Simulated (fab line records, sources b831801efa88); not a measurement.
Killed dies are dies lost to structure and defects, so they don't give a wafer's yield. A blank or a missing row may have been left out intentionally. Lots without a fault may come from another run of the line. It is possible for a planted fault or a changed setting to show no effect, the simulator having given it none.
fab line records    flow sky130
record lots=4  wafers=12  last-day=50
route steps=708 shown VIA2@527 METAL3@532 CAPM@537 PAD_OPEN@708
lots that met no fault: from a run of the same line without faults
start-h: hours from the record's opening day to when the first of the lot's shown wafers began    wait-h: hours since the lot's step before    " unchanged from the row above    L1.1+2: a single row standing in for several wafers    - no value, or no start was given    * or withheld: withheld    < > ~ a bound
route shown NAME@n: names a module that has steps shown in the file, with the first one's number in the route    usual: average and standard deviation across the fault-free wafers    same: alike in all rows    chamber/n: place in a boat    sites: per-site readings    _std_site: the standard deviation of these    _edge_site: the outer-site mean with the inner-site mean subtracted    radius-mm: for every site, how far away it sits from the centre of the wafer    mask NAME#n: copy n    behind: the tool/chamber that last shaped the wafer    hold: why the lot went on hold/how many hours it stayed there/how the hold came to an end    device: transistor that didn't switch, given as n, p or np    end of line: tests of these same wafers at the route's end    for a step that has no rows: nothing shown but its recipe    killed: not the wafer's yield, but the dies lost to structure and defects at the first sort    map: the dies of a wafer, with x for killed, . for not killed, _ for no die there
set.NAME: setting as actually run; set.NAME@STEP: the setting as run at that earlier step    model.NAME: the simulator's own value behind a step, which no gauge read
lots seen at some steps along the route; tables by step, rows by wafer
services: from which hour (start-h, from the record's first day; less than 0 if before it) a tool's chamber was out of use, for how many hours, and why
## steps
# step SKY_VIA2_SPUTTER_20
# recipe material=TiN  target-thk-nm=20  chamber-pressure-pa=5  power-w=4000  time-s=80
# step SKY_VIA2_CVD_21
# recipe material=W  target-thk-nm=420  time-s=126.4  temp-c=400  pressure-torr=40
# step SKY_VIA2_CMP_24
# recipe stop-on=SiO2  t-overpolish-s=20  down-force-psi=3.5  platen-rpm=60  target-thk-nm=0  pad-velocity-m-s=0.94248
# step SKY_METAL3_SPUTTER_00
# recipe material=Ti  target-thk-nm=15  power-w=3000  time-s=10  chamber-pressure-pa=0.4
# step SKY_METAL3_SPUTTER_01
# recipe material=TiN  target-thk-nm=20  power-w=6500  time-s=16.7  chamber-pressure-pa=0.4
# step SKY_METAL3_SPUTTER_02
# recipe material=AlCu  target-thk-nm=735  power-w=10600  time-s=39.1  chamber-pressure-pa=0.4
# step SKY_METAL3_SPUTTER_03
# recipe material=Ti  target-thk-nm=5  power-w=3000  time-s=3.3  chamber-pressure-pa=0.4
# step SKY_METAL3_SPUTTER_04
# recipe material=TiN  target-thk-nm=70  power-w=6500  time-s=58.3  chamber-pressure-pa=0.4
# step SKY_CAPM_CVD_00
# recipe material=SiO2  target-thk-nm=15.5  temp-c=400  time-s=withheld  rf-w=450
# step SKY_CAPM_SPUTTER_02
# recipe material=TiN  target-thk-nm=200  temp-c=300  power-w=6500  time-s=166.7  chamber-pressure-pa=0.4
# usual chamber-pressure-pa=0.4001/0.00081  throttle-valve-pct=30.2/1
lot.wafer  tool            chamber  start-h  wait-h  chamber-pressure-pa  throttle-valve-pct
L588.2     pvd-sputter-01  -        865.76   0.0     0.4013               31.1
L588.3     "               -        "        "       0.3998               29.1
L588.6     "               -        "        "       0.4003               31.1
L593.2     pvd-sputter-01  -        904.00   0.0     0.3999               29.3
L593.4     "               -        "        "       0.3991               28.9
L593.6     "               -        "        "       0.4005               29.2
L595.3     pvd-sputter-01  -        914.30   0.0     0.3997               31.2
L595.4     "               -        "        "       0.3992               29.1
L595.5     "               -        "        "       0.4005               30.9
L607.1     pvd-sputter-02  -        1010.25  0.1     0.3998               28.9
L607.3     "               -        "        "       0.4006               31.7
L607.4     "               -        "        "       0.4001               29.2
# step SKY_CAPM_DEHYDRATE_05
# recipe temp-c=200  time-s=60
# step SKY_CAPM_HMDS_06
# recipe prime-time-s=60  prime-temp-c=120
# step SKY_CAPM_COAT_07
# recipe resist=NOVOLAK  spin-rpm=3000  resist-thk-nm=1140
# step SKY_CAPM_SOFTBAKE_08
# recipe temp-c=90  time-s=60  resist=NOVOLAK
# step SKY_CAPM_EXPOSE_09
# recipe mask-id=CAPM  na=0.6  source-shape=conventional  sigma-outer=0.6  polarization=unpolarized  target-cd-nm=1000  dose-mj=159
# step SKY_CAPM_PEB_10
# recipe temp-c=withheld  time-s=*  resist=NOVOLAK
# step SKY_CAPM_DEVELOP_11
# recipe resist=NOVOLAK  developer=TMAH  develop-time-s=60  dev-temp-c=23
# step SKY_CAPM_METAL_ETCH_13
# recipe target-depth-nm=220  stop-on=SiO2  chemistry=Cl2/BCl3  target=TiN  pressure-mtorr=10  icp-w=900  bias-w=48.5  Cl2_flow_sccm=60  bcl3-flow-sccm=30  time-s=62.9
# step SKY_CAPM_STRIP_14
# recipe chemistry=O2/N2  power-w=1400  pressure-mtorr=1500  platen-temp-c=withheld  o2-flow-sccm=3000  n2-flow-sccm=300  overash-fraction=0.5
# step SKY_CAPM_STRIP_15
# recipe chemistry=post-etch-residue-remover  time-s=1200  temp-c=72.5
# step SKY_CAPM_CLEAN_16
# recipe chemistry=IPA  time-s=180  temp-c=25
# step SKY_CAPM_CLEAN_17
# recipe chemistry=O3/DIW  dry=n2-spin
# step SKY_METAL3_DEHYDRATE_05
# recipe temp-c=200  time-s=60
# step SKY_METAL3_HMDS_06
# recipe prime-time-s=60  prime-temp-c=120
# step SKY_METAL3_COAT_07
# recipe resist=BARC  temp-c=withheld  time-s=withheld  spin-rpm=3000  resist-thk-nm=60
# step SKY_METAL3_COAT_08
# recipe resist=KrF-thick  spin-rpm=3000  resist-thk-nm=1140
# step SKY_METAL3_SOFTBAKE_09
# recipe temp-c=100  time-s=90  resist=KrF-thick
# step SKY_METAL3_EXPOSE_10
# recipe mask-id=MM3  na=0.68  source-shape=annular  sigma-inner=0.4  sigma-outer=0.8  target-cd-nm=300  dose-mj=28
# step SKY_METAL3_PEB_11
# recipe peb-temp-c=withheld  peb-time-s=withheld  resist=KrF-thick
# step SKY_METAL3_DEVELOP_12
# recipe develop-time-s=60  resist=KrF-thick  dev-temp-c=21
# step SKY_METAL3_DESCUM_15
# recipe chemistry=O2  source-power-w=150  bias-power-w=0  pressure-mtorr=10  temp-c=40  time-s=8
# step SKY_METAL3_ETCH_16
# recipe chemistry=N2/H2  target=BARC  ion-energy-ev=200  bias-w=100  pressure-mtorr=30  n2-flow-sccm=100  h2-flow-sccm=200  icp-w=500  stop-on=SiO2  time-s=88.2  target-depth-a=600
# step SKY_METAL3_ETCH_17
# recipe target=SiO2  stop-on=TiN  chemistry=C4F8/O2/Ar  source-w=1500  bias-w=1200  pressure-mtorr=40  c4f8-flow-sccm=withheld  O2_flow_sccm=6  Ar_flow_sccm=300  time-s=3.9  target-depth-a=150
# step SKY_METAL3_METAL_ETCH_18
# recipe target-depth-a=8450  stop-on=SiO2  over-etch-frac=0.3  time-s=183.1  chemistry=Cl2/BCl3  resist-sidewall-deg=88  pressure-mtorr=10  icp-w=900  bias-w=48.5  Cl2_flow_sccm=60  bcl3-flow-sccm=30
# step SKY_PAD_OPEN_PROBE_99
# usual defect-limited-yield=82.5/1.9  killed_at_M0_to_M3=44/7.2  killed_at_M4_up=3.1/1.7  killed-at-contacts=25/5.1  killed-at-front-end=14/4.6  killed-at-other=0.3/0.59  killed-dies=86/9.6  killed-open=47/7.4  killed-short=39/6  sort_bin_3_pad_short=0.8/0.4  sort_bin_5_function=10.4/1.5  sort_bin_6_memory=6.2/1.1  sort-n-pass=406/9.6  sort-yield-pct=82.5/1.9
# same gross-dies=492  killed-at-back-side=0  sort_bin_4_leakage[%]=0  sort_bin_8_speed[%]=0
lot.wafer  tool       chamber  start-h  wait-h  defect-limited-yield[%]  killed_at_M0_to_M3  killed_at_M4_up  killed-at-contacts  killed-at-front-end  killed-at-other  killed-dies  killed-open  killed-short  sort_bin_3_pad_short[%]  sort_bin_5_function[%]  sort_bin_6_memory[%]  sort-n-pass  sort-yield-pct[%]  model.etest.tester.sort-n-pass  model.etest.tester.sort-yield-pct  model.etest.tester.sort_bin_5_pct  model.etest.tester.sort_bin_3_pct
L588.2     prober-01  -        1087.26  0.1     81.1                     46                  3                27                  17                   0                93           45           48            1.0                      13.6                    4.3                   399          81.1               399                             81.1                               13.62                              1.016
L588.3     prober-01  -        1087.31  0.2     82.5                     36                  5                24                  20                   1                86           50           36            0.2                      11.2                    6.1                   406          82.5               406                             82.52                              11.18                              0.2033
L588.6     prober-01  -        1087.46  0.2     85.4                     38                  3                19                  11                   1                72           45           27            1.0                      8.9                     4.7                   420          85.4               420                             85.37                              8.943                              1.016
L593.2     prober-02  -        1118.00  0.1     78.9                     34                  2                24                  8                    36               104          40           28            2.8                      12.6                    5.7                   388          78.9               388                             78.86                              12.6                               2.846
L593.4     prober-02  -        1118.10  0.2     79.7                     52                  4                28                  16                   0                100          60           40            1.0                      12.2                    7.1                   392          79.7               392                             79.67                              12.2                               1.016
L593.6     prober-02  -        1118.20  0.2     76.0                     41                  3                20                  14                   40               118          50           28            3.0                      15.7                    5.3                   374          76.0               374                             76.02                              15.65                              3.049
L595.3     prober-02  -        1125.90  0.2     80.7                     49                  2                29                  15                   0                95           55           40            0.4                      13.6                    5.3                   397          80.7               397                             80.69                              13.62                              0.4065
L595.4     prober-02  -        1125.95  0.2     77.6                     31                  3                23                  14                   39               110          41           30            1.8                      14.4                    6.1                   382          77.6               382                             77.64                              14.43                              1.829
L595.5     prober-02  -        1126.00  0.2     81.5                     35                  2                33                  19                   2                91           53           38            0.2                      10.0                    8.3                   401          81.5               401                             81.5                               9.959                              0.2033
L607.1     prober-01  -        1195.96  0.1     85.0                     36                  5                25                  8                    0                74           47           27            0.6                      11.4                    3.0                   418          85.0               418                             84.96                              11.38                              0.6098
L607.3     prober-01  -        1196.06  0.2     82.5                     46                  4                28                  8                    0                86           43           43            0.6                      10.0                    6.9                   406          82.5               406                             82.52                              9.959                              0.6098
L607.4     prober-01  -        1196.11  0.2     85.2                     32                  4                28                  9                    0                73           35           38            1.6                      8.7                     4.5                   419          85.2               419                             85.16                              8.74                               1.626
# killed by level:class
L588.2 VIA1:geometric-particle:open=11 FIELD_ISO:geometric-particle:open=7 METAL1:geometric-particle:short=7 VIA3:geometric-particle:open=6 LOCAL_INTERCONNECT:geometric-particle:short=6 CONTACT:geometric-particle:open=6 CONTACT:geometric-particle:short=5 LI_CONTACT:geometric-particle:open=5
L588.3 VIA1:geometric-particle:open=12 POLY_GATE:geometric-particle:open=7 LI_CONTACT:geometric-particle:open=6 LOCAL_INTERCONNECT:geometric-particle:short=6 VIA3:geometric-particle:open=6 METAL1:geometric-particle:short=5 CONTACT:geometric-particle:short=5 CONTACT:geometric-particle:open=5
L588.6 VIA2:geometric-particle:open=9 CONTACT:geometric-particle:open=8 VIA1:geometric-particle:open=7 VIA2:geometric-particle:short=5 POLY_GATE:geometric-particle:open=4 LI_CONTACT:geometric-particle:open=4 VIA1:geometric-particle:short=4 FIELD_ISO:geometric-particle:short=3
L593.2 CAPM:unspecified=36 CONTACT:geometric-particle:open=12 VIA1:geometric-particle:open=10 METAL2:geometric-particle:short=9 LI_CONTACT:geometric-particle:open=6 LOCAL_INTERCONNECT:geometric-particle:short=3 METAL1:geometric-particle:short=3 VIA2:geometric-particle:open=3
L593.4 VIA1:geometric-particle:open=17 CONTACT:geometric-particle:open=12 LI_CONTACT:geometric-particle:open=8 METAL1:geometric-particle:short=8 FIELD_ISO:geometric-particle:open=5 VIA1:geometric-particle:short=5 METAL2:geometric-particle:short=5 SPACER:geometric-particle:short=4
L593.6 CAPM:unspecified=40 VIA1:geometric-particle:open=15 CONTACT:geometric-particle:open=9 VIA3:geometric-particle:open=9 POLY_GATE:geometric-particle:short=5 LI_CONTACT:geometric-particle:open=5 METAL2:geometric-particle:short=5 VIA2:geometric-particle:open=5
L595.3 VIA1:geometric-particle:open=13 CONTACT:geometric-particle:open=10 LI_CONTACT:geometric-particle:open=9 VIA3:geometric-particle:short=6 VIA2:geometric-particle:open=5 METAL1:geometric-particle:short=5 VIA1:geometric-particle:short=5 METAL2:geometric-particle:short=5
L595.4 CAPM:unspecified=39 CONTACT:geometric-particle:open=9 VIA1:geometric-particle:open=9 LI_CONTACT:geometric-particle:open=6 FIELD_ISO:geometric-particle:short=5 METAL1:geometric-particle:short=5 VIA2:geometric-particle:open=5 VIA3:geometric-particle:open=5
L595.5 CONTACT:geometric-particle:open=9 LI_CONTACT:geometric-particle:open=8 CONTACT:geometric-particle:short=7 VIA1:geometric-particle:open=7 VIA2:geometric-particle:open=7 METAL1:geometric-particle:short=5 VIA3:geometric-particle:open=5 FIELD_ISO:geometric-particle:short=4
L607.1 LI_CONTACT:geometric-particle:open=13 VIA2:geometric-particle:open=7 VIA1:geometric-particle:open=7 VIA3:geometric-particle:open=6 CONTACT:geometric-particle:open=5 METAL1:geometric-particle:short=4 VIA1:geometric-particle:short=4 POLY_GATE:geometric-particle:short=3
L607.3 VIA2:geometric-particle:open=10 LI_CONTACT:geometric-particle:open=10 VIA1:geometric-particle:open=10 CONTACT:geometric-particle:open=8 VIA1:geometric-particle:short=6 METAL2:geometric-particle:short=6 LI_CONTACT:geometric-particle:short=5 VIA3:geometric-particle:short=5
L607.4 LI_CONTACT:geometric-particle:open=11 VIA1:geometric-particle:open=8 LOCAL_INTERCONNECT:geometric-particle:short=7 METAL1:geometric-particle:short=6 CONTACT:geometric-particle:short=5 VIA2:geometric-particle:open=5 VIA3:geometric-particle:open=4 METAL4:geometric-particle:short=4
# map L593.6 (x killed, . not)
__________....x....._________
________....x..x......_______
______....x...x..x....x._____
_____....x...............____
____.......x.x.x..........___
___xx.x..............xx...x__
__..............x.x.x....x.._
_.x.x.....x..................
_.............x..x...........
_.x....x....x.xxx......x.....
_x.....xx.........x.....x...x
_.....x............x...x.....
_.......................x....
_x..xx.x.........xx....x.x..x
_....xx.x........xx....xx..x.
__...x..x....x...xxxxxx..x.._
___x.x.x.x......x..xxxxxxx.__
____..x......x.x.xxxxxxx..___
_____.x.x........xxxxxxx.____
______.....x...x..xxxxxx_____
________.........xxxxx_______
__________....x..xxx_________
# map L595.4 (x killed, . not)
__________....xx...._________
________........x..x.._______
______..x..x....x..x...._____
_____x..x..........x...x.____
____....x.....x.x........x___
___..............x.....xx.x__
__.x..............xx.......x_
_.....x...x..........x.......
_...x....x...x....x..........
_.x.x........x...........x..x
_.....................x.x..x.
_x....x....xx......x.........
_........x....x.......x...x..
_....x.......x..x.x..x.......
_.x.....x.xx......x...x......
__.......x.x..x.....x.x....._
___....x.x.xx....xxxxxxx..x__
____............xxxxxxxxx.___
_____...........xxxxxxxxx____
______......x....xxxxxxx_____
________......x...xxxx_______
__________......x.xx_________
## services
tool            chamber  start-h  hours  kind
pvd-sputter-01  -        850.88   5.4    repair
pvd-sputter-02  3        870.05   -      consumable-replace:kit
pvd-sputter-02  3        870.05   18.0   scheduled-down
pvd-sputter-02  3        870.05   18.0   vent-cycle
pvd-sputter-02  -        911.20   1.0    repair
pvd-sputter-01  -        969.70   1.8    repair
pvd-sputter-01  -        974.84   60.0   repair
## key
first-sign step=SKY_PAD_OPEN_PROBE_99  reading=killed-at-other  direction=up  sigmas=38  usual=0.3  struck=38.3
effect step=SKY_PAD_OPEN_PROBE_99  reading=sort_bin_3_pad_short  direction=up  sigmas=4.4  usual=0.8  struck=2.6
model-effect step=SKY_PAD_OPEN_PROBE_99  value=etest.tester.sort-n-pass  without=414  struck=381.3
met-at SKY_CAPM_SPUTTER_02
struck-wafers L593.2,L593.6,L595.4
fault kind=chamber-particle-source  tool=pvd-sputter-01  chamber=-  onset-h=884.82  steps=SKY_CAPM_SPUTTER_02  rate-per-visit-cm2=0.59694  end-h=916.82  scope=struck-wafers-only
